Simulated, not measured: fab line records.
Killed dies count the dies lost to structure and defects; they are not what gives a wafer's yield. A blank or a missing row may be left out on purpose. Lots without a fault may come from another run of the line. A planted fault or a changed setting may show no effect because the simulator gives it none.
The tool behind it: which one? ; flow gf180mcu ; Sampling: 6 lots, 18 wafers, 2 of 602 route steps

## WHAT THE GAUGES SHOWED, per wafer
GF_HV_LDD_CD_MEAS_31: the cd target is 400 nm.
lot;measured;on;cd-nm (nm)
L250;day 11 20:36;cd-sem-02;400.3 401.2 400.6
L254;day 13 05:41;cd-sem-01;402.3 402.5 400.3
L257;day 14 00:08;cd-sem-01;401.2 403.6 402.8
L262;day 15 17:49;cd-sem-02;402.2 402.3 404.3
L267;day 17 06:05;cd-sem-02;397.9 399.6 400.4
L270;day 18 10:35;cd-sem-02;397.9 401.0 401.4

## WHICH TOOL RAN EACH LOT (tool, then ch and the chambers of the sampled wafers, then the start)
lot;GF_HV_LDD_EXPOSE_28
L250;iline-stepper-02 ch 0, day 11 11:50
L254;iline-stepper-01 ch 0, day 12 19:51
L257;iline-stepper-01 ch 0, day 13 13:58
L262;iline-stepper-02 ch 0, day 15 07:34
L267;iline-stepper-01 ch 0, day 16 18:59
L270;iline-stepper-01 ch 0, day 17 22:40
- GF_HV_LDD_EXPOSE_28: exposes mask Nplus HV AREA, target cd 400 nm.

## THE ANSWER, worked out from the rows above alone
Rule: the usual values come from the lots themselves. The widest of any qualifying gaps counts: lots, ordered by their means at a reading, are off when they make up no more than a third of the lots, leave a main group of 4 or more, and stand apart from it by 3 or more times the standard deviation of that group's means. If all means in a main group match to the digits the tables above print for the reading, that group is not used. A lot without any number at a reading at which 4 lots or more have one is off too. Where the step has rows for the other lots, those lots are counted as sound.
No lot is off on any of the readings shown, so nothing can be concluded from this.

## WHAT HAD BEEN PUT IN BY THE SIMULATOR
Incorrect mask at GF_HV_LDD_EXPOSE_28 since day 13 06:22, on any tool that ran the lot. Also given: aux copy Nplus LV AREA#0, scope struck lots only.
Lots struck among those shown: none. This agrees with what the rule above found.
